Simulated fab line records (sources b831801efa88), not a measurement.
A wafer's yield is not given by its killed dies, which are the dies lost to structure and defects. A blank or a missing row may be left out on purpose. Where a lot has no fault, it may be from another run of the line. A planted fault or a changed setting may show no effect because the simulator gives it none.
fab line records :: flow sfqLine
record
  lots=14
  wafers=42
  lastDay=88
route steps=325 shown L0@3
lots untouched by any fault: they come from a run of this same line in which no faults occurred
startH: start of the lot's first displayed wafer, in hours after the record's first day :: waitH: how many hours have passed since the lot's step before this one :: " same as the row above :: L1.1+2: a row that stands for several wafers :: - no value present, or no start provided :: * or withheld: withheld :: < > ~ a bound
route shown NAME@n: names a module that has steps shown in the file, with the first one's number in the route :: usual: the fault-free wafers' mean and standard deviation :: same: alike in all rows :: chamber/n: place in a boat :: sites: per-site readings :: _std_site: the standard deviation of these :: _edge_site: mean of outer sites minus mean of inner sites :: radiusMm: for every site, how far away it sits from the centre of the wafer :: mask NAME#n: copy n :: behind: the last tool/chamber to shape the wafer :: hold: what put the lot on hold/how long, in hours/how the hold closed :: device: the n, p or np transistor that did not switch :: end of line: tests run on the same wafers once the route is complete :: a step with no rows: only its recipe :: killed: count of dies lost to structure and defects at first sort (not the wafer's yield) :: map: the dies of a wafer, with x for killed, . for not killed, _ for no die there
set.NAME: the setting as run; set.NAME@STEP: as run at that earlier step :: model.NAME: the simulator's own value behind a step, which no gauge read
one table for each step of the route and one row for each wafer, over a sample of lots
services: a tool's chamber out of use, with start hour (startH, from the record's first day; less than 0 if before it), hours out, and reason
## steps
# step SFQ_TRILAYER_L0_DEP_SPUTTER_003
# recipe
  material=MoNx_KI
  basePressurePa=1.33e-06
  targetThkNm=40
  powerW=800
  timeS=100
  chamberPressurePa=0.4
# usual
  throttleValvePct=29.5/0.86
lot.wafer: L344.1
tool: pvdSputter-05
chamber: -
startH: 12.49
waitH: 0.0
throttleValvePct: 30.5

lot.wafer: L344.4
tool: pvdSputter-05
chamber: -
startH: 12.49
waitH: 0.0
throttleValvePct: 30.1

lot.wafer: L344.5
tool: pvdSputter-05
chamber: -
startH: 12.49
waitH: 0.0
throttleValvePct: 28.4

lot.wafer: L345.1
tool: pvdSputter-03
chamber: -
startH: 17.49
waitH: 0.0
throttleValvePct: 30.2

lot.wafer: L345.3
tool: pvdSputter-03
chamber: -
startH: 17.49
waitH: 0.0
throttleValvePct: 29.4

lot.wafer: L345.5
tool: pvdSputter-03
chamber: -
startH: 17.49
waitH: 0.0
throttleValvePct: 29.5

lot.wafer: L348.1
tool: pvdSputter-03
chamber: -
startH: 32.49
waitH: 0.0
throttleValvePct: 29.2

lot.wafer: L348.2
tool: pvdSputter-03
chamber: -
startH: 32.49
waitH: 0.0
throttleValvePct: 28.9

lot.wafer: L348.3
tool: pvdSputter-03
chamber: -
startH: 32.49
waitH: 0.0
throttleValvePct: 30.0

lot.wafer: L349.2
tool: pvdSputter-03
chamber: -
startH: 37.49
waitH: 0.0
throttleValvePct: 29.6

lot.wafer: L349.3
tool: pvdSputter-03
chamber: -
startH: 37.49
waitH: 0.0
throttleValvePct: 29.2

lot.wafer: L349.5
tool: pvdSputter-03
chamber: -
startH: 37.49
waitH: 0.0
throttleValvePct: 30.0

lot.wafer: L351.1
tool: pvdSputter-05
chamber: -
startH: 47.49
waitH: 0.0
throttleValvePct: 29.8

lot.wafer: L351.2
tool: pvdSputter-05
chamber: -
startH: 47.49
waitH: 0.0
throttleValvePct: 30.4

lot.wafer: L351.6
tool: pvdSputter-05
chamber: -
startH: 47.49
waitH: 0.0
throttleValvePct: 29.2

lot.wafer: L355.3
tool: pvdSputter-04
chamber: -
startH: 67.49
waitH: 0.0
throttleValvePct: 29.1

lot.wafer: L355.4
tool: pvdSputter-04
chamber: -
startH: 67.49
waitH: 0.0
throttleValvePct: 29.8

lot.wafer: L355.6
tool: pvdSputter-04
chamber: -
startH: 67.49
waitH: 0.0
throttleValvePct: 29.5

lot.wafer: L356.4
tool: pvdSputter-04
chamber: -
startH: 72.49
waitH: 0.0
throttleValvePct: 29.5

lot.wafer: L356.5
tool: pvdSputter-04
chamber: -
startH: 72.49
waitH: 0.0
throttleValvePct: 29.4

lot.wafer: L356.6
tool: pvdSputter-04
chamber: -
startH: 72.49
waitH: 0.0
throttleValvePct: 27.4

lot.wafer: L357.1
tool: pvdSputter-03
chamber: -
startH: 77.49
waitH: 0.0
throttleValvePct: 29.9

lot.wafer: L357.2
tool: pvdSputter-03
chamber: -
startH: 77.49
waitH: 0.0
throttleValvePct: 30.2

lot.wafer: L357.3
tool: pvdSputter-03
chamber: -
startH: 77.49
waitH: 0.0
throttleValvePct: 29.2

lot.wafer: L359.1
tool: pvdSputter-05
chamber: -
startH: 87.49
waitH: 0.0
throttleValvePct: 28.5

lot.wafer: L359.2
tool: pvdSputter-05
chamber: -
startH: 87.49
waitH: 0.0
throttleValvePct: 30.0

lot.wafer: L359.4
tool: pvdSputter-05
chamber: -
startH: 87.49
waitH: 0.0
throttleValvePct: 30.7

lot.wafer: L361.1
tool: pvdSputter-05
chamber: -
startH: 97.49
waitH: 0.0
throttleValvePct: 29.2

lot.wafer: L361.2
tool: pvdSputter-05
chamber: -
startH: 97.49
waitH: 0.0
throttleValvePct: 29.8

lot.wafer: L361.4
tool: pvdSputter-05
chamber: -
startH: 97.49
waitH: 0.0
throttleValvePct: 28.5

lot.wafer: L363.3
tool: pvdSputter-03
chamber: -
startH: 107.49
waitH: 0.0
throttleValvePct: 30.2

lot.wafer: L363.5
tool: pvdSputter-03
chamber: -
startH: 107.49
waitH: 0.0
throttleValvePct: 30.4

lot.wafer: L363.6
tool: pvdSputter-03
chamber: -
startH: 107.49
waitH: 0.0
throttleValvePct: 29.1

lot.wafer: L365.2
tool: pvdSputter-03
chamber: -
startH: 117.49
waitH: 0.0
throttleValvePct: 30.1

lot.wafer: L365.3
tool: pvdSputter-03
chamber: -
startH: 117.49
waitH: 0.0
throttleValvePct: 29.0

lot.wafer: L365.6
tool: pvdSputter-03
chamber: -
startH: 117.49
waitH: 0.0
throttleValvePct: 30.2

lot.wafer: L366.1
tool: pvdSputter-03
chamber: -
startH: 122.49
waitH: 0.0
throttleValvePct: 29.5

lot.wafer: L366.2
tool: pvdSputter-03
chamber: -
startH: 122.49
waitH: 0.0
throttleValvePct: 30.0

lot.wafer: L366.4
tool: pvdSputter-03
chamber: -
startH: 122.49
waitH: 0.0
throttleValvePct: 30.4

lot.wafer: L367.1
tool: pvdSputter-05
chamber: -
startH: 127.49
waitH: 0.0
throttleValvePct: 30.4

lot.wafer: L367.2
tool: pvdSputter-05
chamber: -
startH: 127.49
waitH: 0.0
throttleValvePct: 29.4

lot.wafer: L367.5
tool: pvdSputter-05
chamber: -
startH: 127.49
waitH: 0.0
throttleValvePct: 30.5
# step SFQ_L0_RS_MEAS_901
# recipe
  thkMeasGauge=four-point-probe
  reads=MoNx_KI_of_TRILAYER_L0_DEP_SPUTTER_003
# usual
  L0_MONX_KI_RS=43.3/0.46
lot.wafer: L344.1
tool: filmMetro-02
chamber: -
startH: 12.56
waitH: 0.0
L0_MONX_KI_RS[ohm/sq]: 44.0

lot.wafer: L344.4
tool: filmMetro-02
chamber: -
startH: 12.56
waitH: 0.0
L0_MONX_KI_RS[ohm/sq]: 43.3

lot.wafer: L344.5
tool: filmMetro-02
chamber: -
startH: 12.56
waitH: 0.0
L0_MONX_KI_RS[ohm/sq]: 43.9

lot.wafer: L345.1
tool: filmMetro-02
chamber: -
startH: 17.56
waitH: 0.0
L0_MONX_KI_RS[ohm/sq]: 43.5

lot.wafer: L345.3
tool: filmMetro-02
chamber: -
startH: 17.56
waitH: 0.0
L0_MONX_KI_RS[ohm/sq]: 43.5

lot.wafer: L345.5
tool: filmMetro-02
chamber: -
startH: 17.56
waitH: 0.0
L0_MONX_KI_RS[ohm/sq]: 43.5

lot.wafer: L348.1
tool: filmMetro-02
chamber: -
startH: 32.56
waitH: 0.0
L0_MONX_KI_RS[ohm/sq]: 44.1

lot.wafer: L348.2
tool: filmMetro-02
chamber: -
startH: 32.56
waitH: 0.0
L0_MONX_KI_RS[ohm/sq]: 43.5

lot.wafer: L348.3
tool: filmMetro-02
chamber: -
startH: 32.56
waitH: 0.0
L0_MONX_KI_RS[ohm/sq]: 43.7

lot.wafer: L349.2
tool: filmMetro-03
chamber: -
startH: 37.58
waitH: 0.1
L0_MONX_KI_RS[ohm/sq]: 42.2

lot.wafer: L349.3
tool: filmMetro-03
chamber: -
startH: 37.58
waitH: 0.1
L0_MONX_KI_RS[ohm/sq]: 42.9

lot.wafer: L349.5
tool: filmMetro-03
chamber: -
startH: 37.58
waitH: 0.1
L0_MONX_KI_RS[ohm/sq]: 42.4

lot.wafer: L351.1
tool: filmMetro-04
chamber: -
startH: 47.56
waitH: 0.0
L0_MONX_KI_RS[ohm/sq]: 43.0

lot.wafer: L351.2
tool: filmMetro-04
chamber: -
startH: 47.56
waitH: 0.0
L0_MONX_KI_RS[ohm/sq]: 43.5

lot.wafer: L351.6
tool: filmMetro-04
chamber: -
startH: 47.56
waitH: 0.0
L0_MONX_KI_RS[ohm/sq]: 42.9

lot.wafer: L355.3
tool: filmMetro-02
chamber: -
startH: 67.60
waitH: 0.1
L0_MONX_KI_RS[ohm/sq]: 43.1

lot.wafer: L355.4
tool: filmMetro-02
chamber: -
startH: 67.60
waitH: 0.1
L0_MONX_KI_RS[ohm/sq]: 22.8

lot.wafer: L355.6
tool: filmMetro-02
chamber: -
startH: 67.60
waitH: 0.1
L0_MONX_KI_RS[ohm/sq]: 22.9

lot.wafer: L356.4
tool: filmMetro-03
chamber: -
startH: 72.62
waitH: 0.1
L0_MONX_KI_RS[ohm/sq]: 23.1

lot.wafer: L356.5
tool: filmMetro-03
chamber: -
startH: 72.62
waitH: 0.1
L0_MONX_KI_RS[ohm/sq]: 43.7

lot.wafer: L356.6
tool: filmMetro-03
chamber: -
startH: 72.62
waitH: 0.1
L0_MONX_KI_RS[ohm/sq]: 23.0

lot.wafer: L357.1
tool: filmMetro-02
chamber: -
startH: 77.56
waitH: 0.0
L0_MONX_KI_RS[ohm/sq]: 43.2

lot.wafer: L357.2
tool: filmMetro-02
chamber: -
startH: 77.56
waitH: 0.0
L0_MONX_KI_RS[ohm/sq]: 43.2

lot.wafer: L357.3
tool: filmMetro-02
chamber: -
startH: 77.56
waitH: 0.0
L0_MONX_KI_RS[ohm/sq]: 43.0

lot.wafer: L359.1
tool: filmMetro-03
chamber: -
startH: 87.56
waitH: 0.0
L0_MONX_KI_RS[ohm/sq]: 43.7

lot.wafer: L359.2
tool: filmMetro-03
chamber: -
startH: 87.56
waitH: 0.0
L0_MONX_KI_RS[ohm/sq]: 43.6

lot.wafer: L359.4
tool: filmMetro-03
chamber: -
startH: 87.56
waitH: 0.0
L0_MONX_KI_RS[ohm/sq]: 44.3

lot.wafer: L361.1
tool: filmMetro-04
chamber: -
startH: 97.56
waitH: 0.0
L0_MONX_KI_RS[ohm/sq]: 42.7

lot.wafer: L361.2
tool: filmMetro-04
chamber: -
startH: 97.56
waitH: 0.0
L0_MONX_KI_RS[ohm/sq]: 42.9

lot.wafer: L361.4
tool: filmMetro-04
chamber: -
startH: 97.56
waitH: 0.0
L0_MONX_KI_RS[ohm/sq]: 43.4

lot.wafer: L363.3
tool: filmMetro-04
chamber: -
startH: 107.60
waitH: 0.1
L0_MONX_KI_RS[ohm/sq]: 43.6

lot.wafer: L363.5
tool: filmMetro-04
chamber: -
startH: 107.60
waitH: 0.1
L0_MONX_KI_RS[ohm/sq]: 43.8

lot.wafer: L363.6
tool: filmMetro-04
chamber: -
startH: 107.60
waitH: 0.1
L0_MONX_KI_RS[ohm/sq]: 42.6

lot.wafer: L365.2
tool: filmMetro-03
chamber: -
startH: 117.58
waitH: 0.1
L0_MONX_KI_RS[ohm/sq]: 43.6

lot.wafer: L365.3
tool: filmMetro-03
chamber: -
startH: 117.58
waitH: 0.1
L0_MONX_KI_RS[ohm/sq]: 43.1

lot.wafer: L365.6
tool: filmMetro-03
chamber: -
startH: 117.58
waitH: 0.1
L0_MONX_KI_RS[ohm/sq]: 43.8

lot.wafer: L366.1
tool: filmMetro-03
chamber: -
startH: 122.56
waitH: 0.0
L0_MONX_KI_RS[ohm/sq]: 43.4

lot.wafer: L366.2
tool: filmMetro-03
chamber: -
startH: 122.56
waitH: 0.0
L0_MONX_KI_RS[ohm/sq]: 43.2

lot.wafer: L366.4
tool: filmMetro-03
chamber: -
startH: 122.56
waitH: 0.0
L0_MONX_KI_RS[ohm/sq]: 43.7

lot.wafer: L367.1
tool: filmMetro-04
chamber: -
startH: 127.56
waitH: 0.0
L0_MONX_KI_RS[ohm/sq]: 44.0

lot.wafer: L367.2
tool: filmMetro-04
chamber: -
startH: 127.56
waitH: 0.0
L0_MONX_KI_RS[ohm/sq]: 43.6

lot.wafer: L367.5
tool: filmMetro-04
chamber: -
startH: 127.56
waitH: 0.0
L0_MONX_KI_RS[ohm/sq]: 43.9
# step SFQ_L0_THK_MEAS_902
# recipe
  thkMeasGauge=xrf
  reads=MoNx_KI_of_TRILAYER_L0_DEP_SPUTTER_003
# usual
  L0_MONX_KI_THK=40.4/0.48
lot.wafer: L344.1
tool: filmMetro-02
chamber: -
startH: 12.68
waitH: 0.1
L0_MONX_KI_THK[nm]: 39.8

lot.wafer: L344.4
tool: filmMetro-02
chamber: -
startH: 12.68
waitH: 0.1
L0_MONX_KI_THK[nm]: 40.4

lot.wafer: L344.5
tool: filmMetro-02
chamber: -
startH: 12.68
waitH: 0.1
L0_MONX_KI_THK[nm]: 39.8

lot.wafer: L345.1
tool: filmMetro-02
chamber: -
startH: 17.68
waitH: 0.1
L0_MONX_KI_THK[nm]: 40.1

lot.wafer: L345.3
tool: filmMetro-02
chamber: -
startH: 17.68
waitH: 0.1
L0_MONX_KI_THK[nm]: 40.0

lot.wafer: L345.5
tool: filmMetro-02
chamber: -
startH: 17.68
waitH: 0.1
L0_MONX_KI_THK[nm]: 40.2

lot.wafer: L348.1
tool: filmMetro-02
chamber: -
startH: 32.68
waitH: 0.1
L0_MONX_KI_THK[nm]: 39.2

lot.wafer: L348.2
tool: filmMetro-02
chamber: -
startH: 32.68
waitH: 0.1
L0_MONX_KI_THK[nm]: 40.0

lot.wafer: L348.3
tool: filmMetro-02
chamber: -
startH: 32.68
waitH: 0.1
L0_MONX_KI_THK[nm]: 39.8

lot.wafer: L349.2
tool: filmMetro-03
chamber: -
startH: 37.69
waitH: 0.1
L0_MONX_KI_THK[nm]: 41.5

lot.wafer: L349.3
tool: filmMetro-03
chamber: -
startH: 37.69
waitH: 0.1
L0_MONX_KI_THK[nm]: 40.8

lot.wafer: L349.5
tool: filmMetro-03
chamber: -
startH: 37.69
waitH: 0.1
L0_MONX_KI_THK[nm]: 41.1

lot.wafer: L351.1
tool: filmMetro-04
chamber: -
startH: 47.68
waitH: 0.1
L0_MONX_KI_THK[nm]: 40.9

lot.wafer: L351.2
tool: filmMetro-04
chamber: -
startH: 47.68
waitH: 0.1
L0_MONX_KI_THK[nm]: 40.3

lot.wafer: L351.6
tool: filmMetro-04
chamber: -
startH: 47.68
waitH: 0.1
L0_MONX_KI_THK[nm]: 40.8

lot.wafer: L355.3
tool: filmMetro-02
chamber: -
startH: 67.70
waitH: 0.1
L0_MONX_KI_THK[nm]: 40.6

lot.wafer: L355.4
tool: filmMetro-02
chamber: -
startH: 67.70
waitH: 0.1
L0_MONX_KI_THK[nm]: 76.6

lot.wafer: L355.6
tool: filmMetro-02
chamber: -
startH: 67.70
waitH: 0.1
L0_MONX_KI_THK[nm]: 76.8

lot.wafer: L356.4
tool: filmMetro-03
chamber: -
startH: 72.71
waitH: 0.1
L0_MONX_KI_THK[nm]: 75.8

lot.wafer: L356.5
tool: filmMetro-03
chamber: -
startH: 72.71
waitH: 0.1
L0_MONX_KI_THK[nm]: 40.0

lot.wafer: L356.6
tool: filmMetro-03
chamber: -
startH: 72.71
waitH: 0.1
L0_MONX_KI_THK[nm]: 75.9

lot.wafer: L357.1
tool: filmMetro-02
chamber: -
startH: 77.68
waitH: 0.1
L0_MONX_KI_THK[nm]: 40.4

lot.wafer: L357.2
tool: filmMetro-02
chamber: -
startH: 77.68
waitH: 0.1
L0_MONX_KI_THK[nm]: 40.1

lot.wafer: L357.3
tool: filmMetro-02
chamber: -
startH: 77.68
waitH: 0.1
L0_MONX_KI_THK[nm]: 40.5

lot.wafer: L359.1
tool: filmMetro-03
chamber: -
startH: 87.68
waitH: 0.1
L0_MONX_KI_THK[nm]: 39.7

lot.wafer: L359.2
tool: filmMetro-03
chamber: -
startH: 87.68
waitH: 0.1
L0_MONX_KI_THK[nm]: 40.1

lot.wafer: L359.4
tool: filmMetro-03
chamber: -
startH: 87.68
waitH: 0.1
L0_MONX_KI_THK[nm]: 39.3

lot.wafer: L361.1
tool: filmMetro-04
chamber: -
startH: 97.68
waitH: 0.1
L0_MONX_KI_THK[nm]: 41.3

lot.wafer: L361.2
tool: filmMetro-04
chamber: -
startH: 97.68
waitH: 0.1
L0_MONX_KI_THK[nm]: 40.5

lot.wafer: L361.4
tool: filmMetro-04
chamber: -
startH: 97.68
waitH: 0.1
L0_MONX_KI_THK[nm]: 40.3

lot.wafer: L363.3
tool: filmMetro-04
chamber: -
startH: 107.70
waitH: 0.1
L0_MONX_KI_THK[nm]: 40.3

lot.wafer: L363.5
tool: filmMetro-04
chamber: -
startH: 107.70
waitH: 0.1
L0_MONX_KI_THK[nm]: 40.0

lot.wafer: L363.6
tool: filmMetro-04
chamber: -
startH: 107.70
waitH: 0.1
L0_MONX_KI_THK[nm]: 40.9

lot.wafer: L365.2
tool: filmMetro-03
chamber: -
startH: 117.69
waitH: 0.1
L0_MONX_KI_THK[nm]: 40.1

lot.wafer: L365.3
tool: filmMetro-03
chamber: -
startH: 117.69
waitH: 0.1
L0_MONX_KI_THK[nm]: 40.6

lot.wafer: L365.6
tool: filmMetro-03
chamber: -
startH: 117.69
waitH: 0.1
L0_MONX_KI_THK[nm]: 39.9

lot.wafer: L366.1
tool: filmMetro-03
chamber: -
startH: 122.68
waitH: 0.1
L0_MONX_KI_THK[nm]: 40.3

lot.wafer: L366.2
tool: filmMetro-03
chamber: -
startH: 122.68
waitH: 0.1
L0_MONX_KI_THK[nm]: 40.5

lot.wafer: L366.4
tool: filmMetro-03
chamber: -
startH: 122.68
waitH: 0.1
L0_MONX_KI_THK[nm]: 39.8

lot.wafer: L367.1
tool: filmMetro-04
chamber: -
startH: 127.68
waitH: 0.1
L0_MONX_KI_THK[nm]: 40.0

lot.wafer: L367.2
tool: filmMetro-04
chamber: -
startH: 127.68
waitH: 0.1
L0_MONX_KI_THK[nm]: 40.4

lot.wafer: L367.5
tool: filmMetro-04
chamber: -
startH: 127.68
waitH: 0.1
L0_MONX_KI_THK[nm]: 40.1
# step SFQ_TRILAYER_L0_ETCH_METAL_ETCH_008
# recipe
  target=MoNx_KI
  stopOn=SiO2
  maskMaterial=PR
  chemistry=SF6/O2
  targetDepthNm=50
  icpW=600
  biasW=80
  pressureMtorr=10
  timeS=25
# usual
  chamberPressureMTorr=9.999/0.0084
  drypumpMotorCurrentA=5.90/0.29
  oesProductAu=0.875/0.0073
lot.wafer: L344.1
tool: rieMetal-01
chamber: 1
startH: 81.57
waitH: 0.0
chamberPressureMTorr: 9.980
drypumpMotorCurrentA: 5.59
oesProductAu: 0.866
rfHoursCounterH: 24

lot.wafer: L344.4
tool: rieMetal-01
chamber: 1
startH: 81.57
waitH: 0.0
chamberPressureMTorr: 9.977
drypumpMotorCurrentA: 5.60
oesProductAu: 0.874
rfHoursCounterH: -

lot.wafer: L344.5
tool: rieMetal-01
chamber: 0
startH: 81.57
waitH: 0.0
chamberPressureMTorr: 10.000
drypumpMotorCurrentA: 5.59
oesProductAu: 0.870
rfHoursCounterH: -

lot.wafer: L345.1
tool: rieMetal-01
chamber: 1
startH: 89.97
waitH: 0.0
chamberPressureMTorr: 9.992
drypumpMotorCurrentA: 5.62
oesProductAu: 0.884
rfHoursCounterH: 26

lot.wafer: L345.3
tool: rieMetal-01
chamber: 0
startH: 89.97
waitH: 0.0
chamberPressureMTorr: 10.002
drypumpMotorCurrentA: 5.58
oesProductAu: 0.870
rfHoursCounterH: -

lot.wafer: L345.5
tool: rieMetal-01
chamber: 1
startH: 89.97
waitH: 0.0
chamberPressureMTorr: 9.996
drypumpMotorCurrentA: 5.61
oesProductAu: 0.872
rfHoursCounterH: -

lot.wafer: L348.1
tool: rieMetal-01
chamber: 0
startH: 107.47
waitH: 0.0
chamberPressureMTorr: 9.979
drypumpMotorCurrentA: 5.57
oesProductAu: 0.870
rfHoursCounterH: 109

lot.wafer: L348.2
tool: rieMetal-01
chamber: 1
startH: 107.47
waitH: 0.0
chamberPressureMTorr: 10.006
drypumpMotorCurrentA: 5.62
oesProductAu: 0.870
rfHoursCounterH: 30

lot.wafer: L348.3
tool: rieMetal-01
chamber: 0
startH: 107.47
waitH: 0.0
chamberPressureMTorr: 9.985
drypumpMotorCurrentA: 5.57
oesProductAu: 0.874
rfHoursCounterH: -

lot.wafer: L349.2
tool: rieMetal-04
chamber: 1
startH: 112.27
waitH: 0.0
chamberPressureMTorr: 10.016
drypumpMotorCurrentA: 5.93
oesProductAu: 0.900
rfHoursCounterH: 22

lot.wafer: L349.3
tool: rieMetal-04
chamber: 1
startH: 112.27
waitH: 0.0
chamberPressureMTorr: 10.016
drypumpMotorCurrentA: 5.93
oesProductAu: 0.877
rfHoursCounterH: -

lot.wafer: L349.5
tool: rieMetal-04
chamber: 1
startH: 112.27
waitH: 0.0
chamberPressureMTorr: 9.988
drypumpMotorCurrentA: 5.94
oesProductAu: 0.881
rfHoursCounterH: -

lot.wafer: L351.1
tool: rieMetal-03
chamber: 1
startH: 121.87
waitH: 0.0
chamberPressureMTorr: 9.975
drypumpMotorCurrentA: 6.02
oesProductAu: 0.887
rfHoursCounterH: 16

lot.wafer: L351.2
tool: rieMetal-03
chamber: 0
startH: 121.87
waitH: 0.0
chamberPressureMTorr: 10.001
drypumpMotorCurrentA: 6.47
oesProductAu: 0.861
rfHoursCounterH: 91

lot.wafer: L351.6
tool: rieMetal-03
chamber: 1
startH: 121.87
waitH: 0.0
chamberPressureMTorr: 10.000
drypumpMotorCurrentA: 6.02
oesProductAu: 0.881
rfHoursCounterH: -

lot.wafer: L355.3
tool: rieMetal-04
chamber: 1
startH: 142.13
waitH: 0.0
chamberPressureMTorr: 9.994
drypumpMotorCurrentA: 5.93
oesProductAu: 0.883
rfHoursCounterH: -

lot.wafer: L355.4
tool: rieMetal-04
chamber: 0
startH: 142.13
waitH: 0.0
chamberPressureMTorr: 9.990
drypumpMotorCurrentA: 5.79
oesProductAu: 0.999
rfHoursCounterH: -

lot.wafer: L355.6
tool: rieMetal-04
chamber: 0
startH: 142.13
waitH: 0.0
chamberPressureMTorr: 9.992
drypumpMotorCurrentA: 5.78
oesProductAu: 0.992
rfHoursCounterH: -

lot.wafer: L356.4
tool: rieMetal-03
chamber: 1
startH: 145.73
waitH: 0.0
chamberPressureMTorr: 10.002
drypumpMotorCurrentA: 6.02
oesProductAu: 1.007
rfHoursCounterH: -

lot.wafer: L356.5
tool: rieMetal-03
chamber: 1
startH: 145.73
waitH: 0.0
chamberPressureMTorr: 9.994
drypumpMotorCurrentA: 6.03
oesProductAu: 0.872
rfHoursCounterH: -

lot.wafer: L356.6
tool: rieMetal-03
chamber: 0
startH: 145.73
waitH: 0.0
chamberPressureMTorr: 9.987
drypumpMotorCurrentA: 6.48
oesProductAu: 0.985
rfHoursCounterH: -

lot.wafer: L357.1
tool: rieMetal-01
chamber: 1
startH: 150.51
waitH: 0.0
chamberPressureMTorr: 9.993
drypumpMotorCurrentA: 5.61
oesProductAu: 0.878
rfHoursCounterH: 36

lot.wafer: L357.2
tool: rieMetal-01
chamber: 0
startH: 150.51
waitH: 0.0
chamberPressureMTorr: 10.002
drypumpMotorCurrentA: 5.57
oesProductAu: 0.877
rfHoursCounterH: 115

lot.wafer: L357.3
tool: rieMetal-01
chamber: 0
startH: 150.51
waitH: 0.0
chamberPressureMTorr: 9.991
drypumpMotorCurrentA: 5.57
oesProductAu: 0.877
rfHoursCounterH: -

lot.wafer: L359.1
tool: rieMetal-01
chamber: 0
startH: 164.71
waitH: 0.0
chamberPressureMTorr: 9.993
drypumpMotorCurrentA: 5.57
oesProductAu: 0.878
rfHoursCounterH: 117

lot.wafer: L359.2
tool: rieMetal-01
chamber: 1
startH: 164.71
waitH: 0.0
chamberPressureMTorr: 9.988
drypumpMotorCurrentA: 5.62
oesProductAu: 0.874
rfHoursCounterH: 38

lot.wafer: L359.4
tool: rieMetal-01
chamber: 1
startH: 164.71
waitH: 0.0
chamberPressureMTorr: 9.992
drypumpMotorCurrentA: 5.61
oesProductAu: 0.867
rfHoursCounterH: -

lot.wafer: L361.1
tool: rieMetal-03
chamber: 1
startH: 176.71
waitH: 0.0
chamberPressureMTorr: 9.993
drypumpMotorCurrentA: 6.02
oesProductAu: 0.877
rfHoursCounterH: 23

lot.wafer: L361.2
tool: rieMetal-03
chamber: 0
startH: 176.71
waitH: 0.0
chamberPressureMTorr: 10.003
drypumpMotorCurrentA: 6.45
oesProductAu: 0.872
rfHoursCounterH: 99

lot.wafer: L361.4
tool: rieMetal-03
chamber: 1
startH: 176.71
waitH: 0.0
chamberPressureMTorr: 9.998
drypumpMotorCurrentA: 6.01
oesProductAu: 0.867
rfHoursCounterH: -

lot.wafer: L363.3
tool: rieMetal-04
chamber: 1
startH: 193.44
waitH: 0.0
chamberPressureMTorr: 9.999
drypumpMotorCurrentA: 5.93
oesProductAu: 0.867
rfHoursCounterH: -

lot.wafer: L363.5
tool: rieMetal-04
chamber: 0
startH: 193.44
waitH: 0.0
chamberPressureMTorr: 10.004
drypumpMotorCurrentA: 5.77
oesProductAu: 0.871
rfHoursCounterH: -

lot.wafer: L363.6
tool: rieMetal-04
chamber: 1
startH: 193.44
waitH: 0.0
chamberPressureMTorr: 10.001
drypumpMotorCurrentA: 5.93
oesProductAu: 0.888
rfHoursCounterH: -

lot.wafer: L365.2
tool: rieMetal-03
chamber: 1
startH: 207.83
waitH: 0.0
chamberPressureMTorr: 9.995
drypumpMotorCurrentA: 6.03
oesProductAu: 0.879
rfHoursCounterH: 28

lot.wafer: L365.3
tool: rieMetal-03
chamber: 1
startH: 207.83
waitH: 0.0
chamberPressureMTorr: 10.007
drypumpMotorCurrentA: 6.02
oesProductAu: 0.870
rfHoursCounterH: -

lot.wafer: L365.6
tool: rieMetal-03
chamber: 1
startH: 207.83
waitH: 0.0
chamberPressureMTorr: 9.999
drypumpMotorCurrentA: 6.01
oesProductAu: 0.869
rfHoursCounterH: -

lot.wafer: L366.1
tool: rieMetal-01
chamber: 0
startH: 219.74
waitH: 0.0
chamberPressureMTorr: 9.997
drypumpMotorCurrentA: 5.59
oesProductAu: 0.865
rfHoursCounterH: 126

lot.wafer: L366.2
tool: rieMetal-01
chamber: 1
startH: 219.74
waitH: 0.0
chamberPressureMTorr: 10.001
drypumpMotorCurrentA: 5.61
oesProductAu: 0.874
rfHoursCounterH: 47

lot.wafer: L366.4
tool: rieMetal-01
chamber: 0
startH: 219.74
waitH: 0.0
chamberPressureMTorr: 10.000
drypumpMotorCurrentA: 5.59
oesProductAu: 0.877
rfHoursCounterH: -

lot.wafer: L367.1
tool: rieMetal-04
chamber: 0
startH: 226.94
waitH: 0.0
chamberPressureMTorr: 9.998
drypumpMotorCurrentA: 5.80
oesProductAu: 0.866
rfHoursCounterH: 55

lot.wafer: L367.2
tool: rieMetal-04
chamber: 1
startH: 226.94
waitH: 0.0
chamberPressureMTorr: 10.003
drypumpMotorCurrentA: 5.94
oesProductAu: 0.870
rfHoursCounterH: 42

lot.wafer: L367.5
tool: rieMetal-04
chamber: 0
startH: 226.94
waitH: 0.0
chamberPressureMTorr: 10.007
drypumpMotorCurrentA: 5.81
oesProductAu: 0.865
rfHoursCounterH: -
## services
tool: rieMetal-04
chamber: 1
startH: -11.16
hours: 17.0
kind: repair

tool: rieMetal-04
chamber: 0
startH: -5.30
hours: 6.1
kind: repair

tool: pvdSputter-05
chamber: -
startH: 0.22
hours: 10.0
kind: repair

tool: pvdSputter-05
chamber: -
startH: 15.90
hours: 2.5
kind: repair

tool: pvdSputter-04
chamber: 2
startH: 16.61
hours: -
kind: consumableReplace:kit

tool: pvdSputter-04
chamber: 2
startH: 16.61
hours: 18.0
kind: scheduledDown

tool: pvdSputter-04
chamber: 2
startH: 16.61
hours: 18.0
kind: ventCycle

tool: pvdSputter-03
chamber: -
startH: 48.47
hours: 1.9
kind: repair

tool: pvdSputter-03
chamber: -
startH: 80.41
hours: 4.5
kind: repair

tool: pvdSputter-03
chamber: 3
startH: 100.30
hours: -
kind: consumableReplace:kit

tool: pvdSputter-03
chamber: 3
startH: 100.30
hours: 18.0
kind: scheduledDown

tool: pvdSputter-03
chamber: 3
startH: 100.30
hours: 18.0
kind: ventCycle

tool: pvdSputter-05
chamber: -
startH: 104.57
hours: 5.1
kind: repair

tool: pvdSputter-04
chamber: -
startH: 172.52
hours: 4.8
kind: repair

tool: pvdSputter-04
chamber: -
startH: 182.04
hours: 3.3
kind: repair

tool: pvdSputter-04
chamber: -
startH: 196.85
hours: 56.1
kind: repair

tool: pvdSputter-04
chamber: -
startH: 198.15
hours: 4.5
kind: repair

tool: pvdSputter-04
chamber: -
startH: 198.71
hours: 1.7
kind: repair

tool: pvdSputter-03
chamber: -
startH: 225.84
hours: 14.9
kind: repair
## key
firstSign
  step=SFQ_L0_RS_MEAS_901
  reading=L0_MONX_KI_RS
  direction=down
  sigmas=44
  usual=43.3
  struck=23.0
effect
  step=SFQ_L0_THK_MEAS_902
  reading=L0_MONX_KI_THK
  direction=up
  sigmas=76
  usual=40.4
  struck=76.3
effect
  step=SFQ_TRILAYER_L0_ETCH_METAL_ETCH_008
  reading=oesProductAu
  direction=up
  sigmas=17
  usual=0.875
  struck=0.996
metAt SFQ_TRILAYER_L0_DEP_SPUTTER_003
struckLots L355,L356
struckWafers L355.4,L355.6,L356.4,L356.6
fault
  kind=processParameterDrift
  tool=pvdSputter-04
  chamber=-
  onsetH=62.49
  steps=SFQ_TRILAYER_L0_DEP_SPUTTER_003
  channel=targetThkNm
  offset=35.846
  shape=step
  endH=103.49
  scope=struckWafersOnly
  actsIn=theseRecipesOnly
  stated=40
